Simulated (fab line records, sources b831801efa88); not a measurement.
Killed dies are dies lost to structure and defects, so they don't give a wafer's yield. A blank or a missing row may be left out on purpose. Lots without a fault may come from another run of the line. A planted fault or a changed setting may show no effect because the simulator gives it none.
Which tool did it? | flow gf180mcu | 13 lots, 39 wafers sampled, at 7 steps of a route of 602

WHAT THE GAUGES READ, wafer by wafer
GF_NWELL_OVL_MEAS_07. Usual: NWELL_OVL -0.4 nm, standard deviation 1.4.
lot  | measured    | on         | NWELL_OVL (nm) | flag
L428 | day 3 12:17 | overlay-02 | -2.3 -2.3 -2.8 |
L429 | day 3 17:10 | overlay-02 | -0.4 -0.9 1.1  |
L430 | day 3 23:46 | overlay-02 | -1.2 -1.6 -1.0 |
L431 | day 4 04:57 | overlay-01 | -1.2 1.6 0.1   |
L432 | day 4 09:40 | overlay-02 | -2.8 -3.3 -1.4 |
L435 | day 5 04:27 | overlay-02 | 1.8 1.8 0.2    |
L436 | day 5 08:38 | overlay-01 | 0.0 -0.2 -1.8  |
L437 | day 5 13:58 | overlay-02 | -0.1 1.5 -0.7  |
L439 | day 6 02:16 | overlay-01 | -1.9 1.1 -0.7  |
L440 | day 6 09:10 | overlay-01 | 0.4 0.8 0.6    |
L441 | day 6 12:50 | overlay-01 | 1.7 2.0 2.4    |
L447 | day 7 20:28 | overlay-02 | 0.2 -1.0 1.0   |
L450 | day 8 13:51 | overlay-01 | -0.1 1.9 -0.9  |

GF_MVSD_TW_MEAS_11. Usual: MVSD_TW 1584, standard deviation 23.
lot  | measured     | on            | MVSD_TW        | flag
L428 | day 4 16:22  | film_metro-04 | 1554 1550 1550 |
L429 | day 4 21:50  | film_metro-01 | 1603 1597 1599 |
L430 | day 5 05:19  | film_metro-04 | 1535 1539 1546 |
L431 | day 5 10:08  | film_metro-04 | 1536 1537 1547 |
L432 | day 5 15:32  | film_metro-02 | 1591 1595 1593 |
L435 | day 6 10:11  | film_metro-02 | 1591 1595 1597 |
L436 | day 6 15:00  | film_metro-01 | 1610 1608 1603 |
L437 | day 6 21:46  | film_metro-01 | 1604 1600 1599 |
L439 | day 7 10:33  | film_metro-04 | 1558 1559 1558 |
L440 | day 7 18:07  | film_metro-01 | 1605 1597 1599 |
L441 | day 7 21:00  | film_metro-02 | 1591 1590 1588 |
L447 | day 9 05:59  | film_metro-02 | 1587 1591 1585 |
L450 | day 10 01:50 | film_metro-01 | 1620 1603 1607 |

GF_MVPSD_OVL_MEAS_07. Usual: MVPSD_OVL 0.2 nm, standard deviation 1.4.
lot  | measured     | on         | MVPSD_OVL (nm) | flag
L428 | day 5 06:29  | overlay-02 | -1.3 -2.3 -1.2 |
L429 | day 5 12:43  | overlay-02 | -0.1 -0.6 -1.1 |
L430 | day 5 19:44  | overlay-02 | -2.3 -0.2 -2.8 |
L431 | day 6 00:39  | overlay-01 | -1.3 -1.4 0.0  |
L432 | day 6 06:22  | overlay-01 | 2.2 1.3 1.0    |
L435 | day 7 01:05  | overlay-02 | -1.2 -0.4 -1.2 |
L436 | day 7 05:53  | overlay-02 | 0.5 -1.6 0.4   |
L437 | day 7 13:29  | overlay-01 | 2.2 0.6 3.9    |
L439 | day 8 01:20  | overlay-01 | -0.4 -0.5 -0.4 |
L440 | day 8 10:07  | overlay-02 | - - -          | OFF
L441 | day 8 12:49  | overlay-02 | 1.1 0.1 1.0    |
L447 | day 9 23:46  | overlay-02 | -0.9 -0.8 -0.8 |
L450 | day 10 20:23 | overlay-01 | 1.0 -0.6 0.6   |

GF_MVPSD_TW_MEAS_11. Usual: MVPSD_TW 555, standard deviation 8.3.
lot  | measured     | on            | MVPSD_TW    | flag
L428 | day 5 06:56  | film_metro-04 | 540 540 542 |
L429 | day 5 13:10  | film_metro-01 | 562 564 563 |
L430 | day 5 20:15  | film_metro-02 | 558 559 558 |
L431 | day 6 01:05  | film_metro-04 | 548 544 547 |
L432 | day 6 06:49  | film_metro-04 | 547 548 548 |
L435 | day 7 01:31  | film_metro-01 | 560 559 561 |
L436 | day 7 06:20  | film_metro-04 | 545 549 546 |
L437 | day 7 13:56  | film_metro-02 | 555 561 554 |
L439 | day 8 01:46  | film_metro-02 | 556 561 560 |
L440 | day 8 10:34  | film_metro-02 | 30 30 30    | OFF
L441 | day 8 13:18  | film_metro-04 | 545 547 546 |
L447 | day 10 00:13 | film_metro-02 | 559 557 558 |
L450 | day 10 20:50 | film_metro-04 | 539 543 539 |

GF_VT_IMPLANT_OVL_MEAS_07. Usual: VT_IMPLANT_OVL 0.1 nm, standard deviation 1.7.
lot  | measured     | on         | VT_IMPLANT_OVL (nm) | flag
L428 | day 5 21:47  | overlay-02 | 0.0 0.7 2.5         |
L429 | day 6 03:49  | overlay-02 | -1.4 0.2 -3.1       |
L430 | day 6 10:29  | overlay-01 | -2.1 -2.3 -0.9      |
L431 | day 6 16:15  | overlay-01 | 0.6 0.3 0.6         |
L432 | day 6 21:10  | overlay-01 | 2.3 1.6 1.9         |
L435 | day 7 17:17  | overlay-01 | 1.4 1.1 2.2         |
L436 | day 7 22:13  | overlay-01 | 0.8 1.5 -0.3        |
L437 | day 8 06:07  | overlay-02 | 2.7 2.8 1.6         |
L439 | day 8 18:07  | overlay-02 | -1.0 0.1 0.7        |
L440 | day 9 03:22  | overlay-02 | -1.3 -3.2 0.5       |
L441 | day 9 05:50  | overlay-02 | -0.9 0.8 0.8        |
L447 | day 10 18:19 | overlay-01 | 2.9 2.0 1.3         |
L450 | day 11 15:57 | overlay-02 | -0.6 -1.4 -2.9      |

GF_VT_IMPLANT_TW_MEAS_10. Usual: VT_IMPLANT_TW 563, standard deviation 8.4.
lot  | measured     | on            | VT_IMPLANT_TW | flag
L428 | day 5 22:05  | film_metro-01 | 574 574 571   |
L429 | day 6 04:07  | film_metro-03 | 565 563 567   |
L430 | day 6 10:47  | film_metro-01 | 570 570 570   |
L431 | day 6 16:36  | film_metro-01 | 572 575 570   |
L432 | day 6 21:28  | film_metro-01 | 571 574 571   |
L435 | day 7 17:34  | film_metro-03 | 566 563 562   |
L436 | day 7 22:30  | film_metro-04 | 555 556 556   |
L437 | day 8 06:25  | film_metro-01 | 571 573 568   |
L439 | day 8 18:25  | film_metro-03 | 560 561 567   |
L440 | day 9 03:39  | film_metro-01 | 705 710 704   | OFF
L441 | day 9 06:08  | film_metro-04 | 553 551 553   |
L447 | day 10 18:36 | film_metro-04 | 551 550 548   |
L450 | day 11 16:14 | film_metro-04 | 557 555 554   |

WHICH TOOL RAN EACH LOT (tool, then ch and the chambers of the sampled wafers, then the start)
lot  | GF_MVPSD_EXPOSE_04
L428 | iline_stepper-02 ch 0, day 4 23:47
L429 | iline_stepper-01 ch 0, day 5 05:39
L430 | iline_stepper-02 ch 0, day 5 12:32
L431 | iline_stepper-01 ch 0, day 5 17:11
L432 | iline_stepper-02 ch 0, day 5 23:12
L435 | iline_stepper-01 ch 0, day 6 18:02
L436 | iline_stepper-01 ch 0, day 6 22:10
L437 | iline_stepper-02 ch 0, day 7 05:28
L439 | iline_stepper-02 ch 0, day 7 18:02
L440 | iline_stepper-01 ch 0, day 8 02:13
L441 | iline_stepper-02 ch 0, day 8 05:18
L447 | iline_stepper-01 ch 0, day 9 15:01
L450 | iline_stepper-01 ch 0, day 10 11:40
- GF_MVPSD_EXPOSE_04: exposes mask MVPSD, target cd 1000 nm.

WHAT THE TOOLS THEMSELVES READ (means of the sampled wafers that have a number; where no wafer has one, the mark that the record gives instead)
The record holds no such reading with a usual standard deviation.

THE ANSWER, worked out from the rows above alone
Rule: a lot is off if the mean of its wafers that have a number lies more than 3 standard deviations from the usual mean. A lot without any number at a reading at which 4 lots or more have one is off too. The other lots that the step has rows for count as sound. The gauges are gone through in route order, then the tools' own readings, and for those a lot's mean is taken as printed above. The first step at which some lot is off is used, and at that step the reading that is off furthest; a lot without a number counts as furthest.
Off: L440, at GF_MVPSD_OVL_MEAS_07 (MVPSD_OVL). Without a number there: L440.
A tool fits if, at a process step before that reading, it ran every lot that is off, and no sound lot after the first of them. The gauges at GF_MVPSD_OVL_MEAS_07 aren't tried: what is off there is off at GF_MVPSD_TW_MEAS_11 too, on other tools, and a gauge's error can't cause that. None of those tried fits.

WHAT THE SIMULATOR HAD PUT IN
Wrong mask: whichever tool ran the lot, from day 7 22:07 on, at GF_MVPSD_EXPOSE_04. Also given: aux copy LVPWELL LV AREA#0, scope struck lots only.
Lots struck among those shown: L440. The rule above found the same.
